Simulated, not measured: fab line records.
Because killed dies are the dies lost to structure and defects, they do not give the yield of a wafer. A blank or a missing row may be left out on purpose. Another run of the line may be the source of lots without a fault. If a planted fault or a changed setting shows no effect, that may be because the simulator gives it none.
fab line records    flow sky130
record lots=12  wafers=36  last_day=50
route steps=708 shown POLY_GATE@231 METAL3@533 CAP2M@603 METAL4@631 PAD_OPEN@708
lots that met no fault: from a run of the same line without faults
start_h: hours from the record's opening day to when the first of the lot's shown wafers began    wait_h: how many hours have passed since the lot's step before this one    " as in the row above    L1.1+2: a single row standing in for several wafers    - no value, or no start was given    * or withheld: withheld    < > ~ a bound
route shown NAME@n: names a module that has steps shown in the file, with the first one's number in the route    usual: mean and standard deviation over wafers with no fault    same: alike in all rows    chamber/n: place in a boat    sites: the reading at each site    _std_site: standard deviation across them    _edge_site: inner sites' mean taken away from outer sites' mean    radius_mm: how far each site lies from the wafer's centre    mask NAME#n: copy n    behind: the last tool/chamber to shape the wafer    hold: why the lot was held/for how many hours/how that ended    device: whichever transistor did not switch (one of n, p or np)    end of line: at the end of the route, the tests of the same wafers    where a step has no rows: the recipe by itself    killed: dies that structure and defects cost at the first sort, which is not the same as the wafer's yield    map: dies across one wafer; x = killed, . = not, _ = none there
set.NAME: the setting as run; set.NAME@STEP: as run at that earlier step    model.NAME: the simulator's own value behind a step, which no gauge read
steps of the route over a sample of lots; a table a step, a row a wafer
services: the hour from which a tool's chamber was out of use, counted from the record's first day as start_h (under 0 if before that day), plus the number of hours and why
## steps
# step SKY_POLY_GATE_ETCH_17
# recipe target_depth_nm=180  stop_on=SiO2  over_etch_frac=0.56667  chemistry=HBr/Cl2  target=poly-Si  icp_w=400  bias_w=100  pressure_mtorr=10  HBr_flow_sccm=150  Cl2_flow_sccm=50  time_s=70.5
# usual drypump_motor_current_A=5.82/0.28  oes_product_au=0.984/0.0075  rf_fwd_power_W=397.5/1.2  throttle_valve_pct=33.685/0.0097
lot.wafer  tool       chamber  start_h  wait_h  drypump_motor_current_A  oes_product_au  rf_fwd_power_W  rf_hours_counter_h  throttle_valve_pct
L408.2     rie_si-01  0        372.78   0.0     5.48                     0.972           398.5           2                   33.692
L408.4     "          3        "        "       6.27                     0.975           398.0           -                   33.680
L408.5     "          0        "        "       5.44                     0.970           398.4           -                   33.680
L410.2     rie_si-02  0        383.52   0.0     5.96                     0.985           396.9           1                   33.679
L410.4     "          1        "        "       5.65                     0.985           398.4           3                   33.684
L410.5     "          1        "        "       5.64                     0.983           396.6           -                   33.671
L409.2     rie_si-01  3        383.73   0.0     6.29                     0.986           397.3           18                  33.695
L409.5     "          0        "        "       5.46                     0.980           399.5           -                   33.687
L409.6     "          3        "        "       6.29                     0.984           396.2           -                   33.682
L411.2     rie_si-01  0        390.53   0.0     5.47                     0.985           394.7           2                   33.693
L411.3     "          3        "        "       6.28                     0.995           397.6           19                  33.710
L411.5     "          2        "        "       5.93                     1.008           397.2           -                   33.698
L413.1     rie_si-01  0        405.06   0.1     5.44                     0.973           396.3           2                   33.683
L413.3     "          2        "        "       5.93                     0.986           399.0           2                   33.671
L413.6     "          2        "        "       5.93                     0.983           398.7           -                   33.684
L414.1     rie_si-02  0        415.63   0.0     5.95                     0.976           398.1           1                   33.682
L414.2     "          3        "        "       6.01                     0.980           397.9           1                   33.684
L414.5     "          0        "        "       5.95                     0.984           398.8           -                   33.700
L415.1     rie_si-01  1        451.12   0.0     5.86                     0.973           397.1           0                   33.691
L415.2     "          3        "        "       6.30                     0.978           398.1           19                  33.676
L415.6     "          3        "        "       6.30                     0.979           398.8           -                   33.664
L417.4     rie_si-01  1        461.86   0.0     5.89                     0.981           396.0           1                   33.694
L417.5     "          3        "        "       6.29                     0.985           396.1           -                   33.704
L417.6     "          2        "        "       5.91                     0.983           397.5           -                   33.674
L418.2     rie_si-01  1        480.71   0.0     5.86                     0.988           398.4           1                   33.678
L418.5     "          2        "        "       5.95                     0.992           396.3           -                   33.681
L418.6     "          1        "        "       5.91                     0.986           399.3           -                   33.683
L419.1     rie_si-02  2        482.06   0.0     5.39                     0.981           395.6           32                  33.689
L419.2     "          0        "        "       5.97                     0.990           398.6           2                   33.690
L419.6     "          1        "        "       5.64                     0.979           397.4           -                   33.701
L421.2     rie_si-01  3        504.67   0.0     6.28                     0.991           396.0           19                  33.679
L421.4     "          0        "        "       5.49                     0.987           397.6           3                   33.698
L421.5     "          1        "        "       5.85                     0.983           397.5           -                   33.697
L429.3     rie_si-02  1        558.38   0.0     5.67                     0.983           397.4           4                   33.681
L429.4     "          2        "        "       5.38                     0.984           397.7           33                  33.696
L429.5     "          3        "        "       6.00                     0.995           395.9           -                   33.679
# step SKY_METAL3_SPUTTER_01
# recipe material=TiN  target_thk_nm=20  power_w=6500  time_s=16.7  chamber_pressure_pa=0.4
# usual throttle_valve_pct=29.8/0.92
lot.wafer  tool            chamber  start_h  wait_h  throttle_valve_pct
L408.2     pvd_sputter-04  -        846.87   0.0     30.9
L408.4     "               -        "        "       31.0
L408.5     "               -        "        "       28.2
L410.2     pvd_sputter-04  -        859.03   0.0     30.9
L410.4     "               -        "        "       30.0
L410.5     "               -        "        "       28.2
L409.2     pvd_sputter-01  -        861.64   0.0     30.3
L409.5     "               -        "        "       29.1
L409.6     "               -        "        "       30.2
L411.2     pvd_sputter-02  -        869.74   0.0     28.8
L411.3     "               -        "        "       29.4
L411.5     "               -        "        "       29.2
L413.1     pvd_sputter-04  -        882.65   0.0     28.3
L413.3     "               -        "        "       30.6
L413.6     "               -        "        "       30.9
L414.1     pvd_sputter-02  -        893.41   0.0     29.3
L414.2     "               -        "        "       29.8
L414.5     "               -        "        "       29.7
L415.1     pvd_sputter-04  -        918.31   0.0     30.9
L415.2     "               -        "        "       30.9
L415.6     "               -        "        "       31.2
L417.4     pvd_sputter-04  -        926.21   0.0     31.4
L417.5     "               -        "        "       28.3
L417.6     "               -        "        "       30.7
L418.2     pvd_sputter-02  -        941.19   0.0     29.2
L418.5     "               -        "        "       28.8
L418.6     "               -        "        "       29.7
L419.1     pvd_sputter-02  -        943.69   0.0     29.4
L419.2     "               -        "        "       29.2
L419.6     "               -        "        "       29.7
L421.2     pvd_sputter-01  -        963.28   0.0     29.8
L421.4     "               -        "        "       29.7
L421.5     "               -        "        "       30.1
L429.3     pvd_sputter-04  -        1002.28  0.0     30.9
L429.4     "               -        "        "       28.3
L429.5     "               -        "        "       30.4
# step SKY_CAP2M_CVD_00
# recipe material=SiO2  target_thk_nm=15.5  temp_c=400  time_s=withheld  rf_w=450
# usual heater_power_w=762/130  rf_fwd_power_W=440.9/2
lot.wafer  tool      chamber  start_h  wait_h  heater_power_w  rf_fwd_power_W
L408.2     pecvd-03  2        928.93   0.0     719             441.2
L408.4     "         1        "        "       757             438.7
L408.5     "         2        "        "       729             439.6
L410.2     pecvd-04  1        938.87   0.0     529             440.6
L410.4     "         1        "        "       541             438.8
L410.5     "         2        "        "       990             440.4
L409.2     pecvd-04  0        942.03   0.0     618             441.2
L409.5     "         0        "        "       628             439.9
L409.6     "         1        "        "       562             439.4
L411.2     pecvd-04  1        949.28   0.0     584             442.0
L411.3     "         2        "        "       1017            441.1
L411.5     "         2        "        "       1002            441.0
L413.1     pecvd-04  0        961.76   0.0     584             441.0
L413.3     "         1        "        "       540             441.1
L413.6     "         1        "        "       536             440.6
L414.1     pecvd-02  2        970.06   0.0     859             441.0
L414.2     "         2        "        "       886             442.1
L414.5     "         2        "        "       884             445.3
L415.1     pecvd-02  2        994.11   0.0     882             445.5
L415.2     "         1        "        "       753             436.7
L415.6     "         0        "        "       827             443.3
L417.4     pecvd-03  2        1001.59  0.0     639             439.8
L417.5     "         1        "        "       860             441.5
L417.6     "         0        "        "       717             440.6
L418.2     pecvd-03  1        1016.93  0.0     741             442.8
L418.5     "         1        "        "       767             443.8
L418.6     "         0        "        "       690             440.2
L419.1     pecvd-04  0        1018.00  0.0     660             438.1
L419.2     "         2        "        "       878             440.4
L419.6     "         0        "        "       633             438.3
L421.2     pecvd-02  2        1035.85  0.0     785             442.5
L421.4     "         0        "        "       877             443.0
L421.5     "         2        "        "       765             442.2
L429.3     pecvd-02  2        1073.22  0.0     735             438.9
L429.4     "         1        "        "       869             438.2
L429.5     "         0        "        "       878             441.3
# step SKY_METAL4_DESCUM_15
# recipe chemistry=O2  source_power_w=150  bias_power_w=0  pressure_mtorr=10  temp_c=40  time_s=8
# usual drypump_motor_current_A=5.9/0.47  oes_product_au=0.995/0.0088  rf_fwd_power_W=147.1/0.82
lot.wafer  tool          chamber  start_h  wait_h  drypump_motor_current_A  oes_product_au  rf_fwd_power_W  rf_hours_counter_h
L408.2     rie_metal-01  0        976.95   0.0     5.3                      0.993           146.6           22
L408.4     "             0        "        "       5.3                      0.989           147.3           -
L408.5     "             1        "        "       6.6                      1.007           148.0           -
L410.2     rie_metal-03  0        986.68   0.0     5.8                      0.993           146.4           10
L410.4     "             1        "        "       5.5                      1.001           145.9           -
L410.5     "             0        "        "       5.8                      0.990           147.1           -
L409.2     rie_metal-01  0        990.57   0.0     5.3                      0.988           147.2           22
L409.5     "             0        "        "       5.3                      0.993           147.4           -
L409.6     "             1        "        "       6.6                      0.997           147.1           -
L411.2     rie_metal-01  1        996.87   0.0     6.6                      1.007           146.9           11
L411.3     "             1        "        "       6.6                      1.010           147.6           -
L411.5     "             1        "        "       6.6                      1.011           146.9           -
L413.1     rie_metal-03  1        1008.90  0.0     5.6                      0.986           146.2           14
L413.3     "             0        "        "       5.8                      0.986           147.3           -
L413.6     "             0        "        "       5.8                      0.992           147.0           -
L414.1     rie_metal-03  1        1016.43  0.0     5.5                      0.998           146.6           15
L414.2     "             0        "        "       5.8                      0.992           147.7           12
L414.5     "             1        "        "       5.5                      0.997           146.0           -
L415.1     rie_metal-02  1        1039.97  0.0     5.7                      0.983           148.6           16
L415.2     "             0        "        "       6.4                      0.997           146.1           4
L415.6     "             1        "        "       5.7                      0.993           148.6           -
L417.4     rie_metal-01  1        1047.88  0.0     6.6                      1.002           147.6           -
L417.5     "             1        "        "       6.6                      1.005           147.9           -
L417.6     "             1        "        "       6.6                      1.011           147.3           -
L418.2     rie_metal-01  1        1061.27  0.0     6.6                      0.995           147.5           16
L418.5     "             1        "        "       6.6                      0.995           147.4           -
L418.6     "             0        "        "       5.2                      0.980           146.6           -
L419.1     rie_metal-01  0        1062.65  0.0     5.3                      0.985           147.2           0
L419.2     "             1        "        "       6.6                      0.998           147.6           16
L419.6     "             1        "        "       6.6                      0.998           147.5           -
L421.2     rie_metal-03  1        1079.21  0.0     5.5                      1.000           145.9           19
L421.4     "             0        "        "       5.8                      1.001           147.4           -
L421.5     "             0        "        "       5.8                      0.992           146.8           -
L429.3     rie_metal-03  0        1114.13  0.0     5.8                      0.985           147.0           -
L429.4     "             1        "        "       5.5                      0.993           145.8           -
L429.5     "             0        "        "       5.8                      0.991           148.1           -
# step SKY_PAD_OPEN_PROBE_99
# usual killed_at_M0_to_M3=44/6.9  killed_at_M4_up=3.3/1.7  killed_at_contacts=24/4.7  killed_at_front_end=15/4.5  killed_at_other=0.2/0.49  killed_dies=86/8.4  killed_on_rim=17/4.2  killed_open=47/6.5  killed_short=39/6
# same gross_dies=492  killed_at_back_side=0
lot.wafer  tool       chamber  start_h  wait_h  killed_at_M0_to_M3  killed_at_M4_up  killed_at_contacts  killed_at_front_end  killed_at_other  killed_dies  killed_on_rim  killed_open  killed_short
L418.2     prober-02  -        1146.87  0.1     45                  3                22                  9                    0                79           16             45           34
L418.5     prober-02  -        1147.02  0.2     40                  3                29                  10                   0                82           16             46           36
L418.6     prober-02  -        1147.07  0.2     30                  1                29                  17                   1                78           8              52           26
L419.1     prober-01  -        1147.46  0.1     46                  3                19                  11                   0                79           14             41           38
L419.6     prober-01  -        1147.71  0.2     46                  5                24                  13                   0                88           18             52           36
L421.2     prober-02  -        1162.72  0.1     48                  0                18                  18                   0                84           26             47           37
L421.4     prober-02  -        1162.82  0.2     33                  6                28                  14                   0                81           16             35           46
L421.5     prober-02  -        1162.87  0.2     40                  7                20                  74                   0                141          28             37           43
# killed by level:class
L418.2 VIA2:geometric_particle:open=9 LI_CONTACT:geometric_particle:open=8 VIA1:geometric_particle:open=7 CONTACT:geometric_particle:open=7 VIA3:geometric_particle:open=7 METAL1:geometric_particle:short=5 VIA3:geometric_particle:short=5 VIA1:geometric_particle:short=4
L418.5 CONTACT:geometric_particle:open=10 LI_CONTACT:geometric_particle:open=8 VIA1:geometric_particle:open=8 VIA3:geometric_particle:open=8 VIA2:geometric_particle:open=5 LOCAL_INTERCONNECT:geometric_particle:short=5 METAL2:geometric_particle:short=5 VIA2:geometric_particle:short=5
L418.6 LI_CONTACT:geometric_particle:open=12 CONTACT:geometric_particle:open=10 VIA1:geometric_particle:open=7 POLY_GATE:geometric_particle:short=6 VIA2:geometric_particle:open=6 FIELD_ISO:geometric_particle:open=5 VIA3:geometric_particle:open=5 POLY_GATE:geometric_particle:open=3
L419.1 VIA1:geometric_particle:open=11 VIA2:geometric_particle:open=6 METAL2:geometric_particle:short=6 VIA3:geometric_particle:open=6 LI_CONTACT:geometric_particle:open=4 CONTACT:geometric_particle:short=4 CONTACT:geometric_particle:open=4 VIA1:geometric_particle:short=4
L419.6 LI_CONTACT:geometric_particle:open=10 VIA2:geometric_particle:open=9 VIA1:geometric_particle:open=8 CONTACT:geometric_particle:open=8 METAL2:geometric_particle:short=7 VIA3:geometric_particle:open=6 METAL1:geometric_particle:short=5 CONTACT:geometric_particle:short=5
L421.2 VIA1:geometric_particle:open=12 VIA3:geometric_particle:open=8 FIELD_ISO:geometric_particle:short=7 CONTACT:geometric_particle:open=7 VIA2:geometric_particle:short=5 VIA2:geometric_particle:open=5 LOCAL_INTERCONNECT:geometric_particle:short=4 METAL3:geometric_particle:short=4
L421.4 METAL1:geometric_particle:short=8 CONTACT:geometric_particle:open=7 LI_CONTACT:geometric_particle:short=6 LI_CONTACT:geometric_particle:open=6 VIA1:geometric_particle:open=5 VIA1:geometric_particle:short=5 METAL4:geometric_particle:short=5 CONTACT:geometric_particle:short=4
L421.5 POLY_GATE:unspecified=61 VIA1:geometric_particle:open=9 CONTACT:geometric_particle:open=8 VIA2:geometric_particle:open=7 METAL4:geometric_particle:short=7 LOCAL_INTERCONNECT:geometric_particle:short=5 CONTACT:geometric_particle:short=5 VIA3:geometric_particle:open=5
## services
tool            chamber  start_h  hours  kind
rie_metal-01    -        350.99   14.6   pm
rie_si-01       3        391.24   15.0   repair
rie_metal-01    -        397.90   0.6    repair
rie_si-01       -        408.11   0.6    repair
pvd_sputter-04  -        439.80   0.6    repair
rie_si-01       -        448.23   2.8    pm
pvd_sputter-04  -        450.19   1.8    repair
pvd_sputter-04  -        495.19   34.8   repair
rie_metal-01    -        531.47   28.1   pm
rie_si-01       2        537.80   1.9    repair
pvd_sputter-04  -        600.75   0.9    repair
rie_si-01       3        604.06   3.4    repair
rie_si-01       3        612.46   1.5    repair
rie_metal-01    -        615.72   15.6   pm
pvd_sputter-04  -        652.24   1.1    repair
rie_si-01       2        659.72   14.4   repair
rie_metal-01    1        674.08   1.1    repair
rie_metal-01    -        693.32   2.8    pm
rie_metal-01    -        733.99   5.8    repair
rie_si-01       0        922.65   6.5    repair
rie_si-01       3        936.02   3.5    repair
rie_si-01       1        993.57   5.1    repair
rie_si-01       -        1002.66  1.8    repair
rie_si-01       -        1072.01  0.2    repair
## key
first_sign step=SKY_PAD_OPEN_PROBE_99  reading=killed_at_front_end  direction=up  sigmas=13  usual=15  struck=74
effect step=SKY_PAD_OPEN_PROBE_99  reading=killed_dies  direction=up  sigmas=6.5  usual=86  struck=141
met_at SKY_POLY_GATE_ETCH_17
struck_lots L421
struck_wafers L421.5
tester_left_out L421
not_acting_at SKY_METAL3_SPUTTER_01,SKY_CAP2M_CVD_00,SKY_METAL4_DESCUM_15
onset_between 480.71 504.67
fault kind=chamber_particle_source  tool=rie_si-01  chamber=1  onset_h=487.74  steps=SKY_POLY_GATE_ETCH_17  rate_per_visit_cm2=1.0102  end_h=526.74
# tester_left_out: of these lots the tester's yield and bins aren't shown, on N5 and GAA mostly nor the transistor test; their killed dies are dies lost to structure and defects alone, not to doping, threshold or leakage, so they don't give the yield
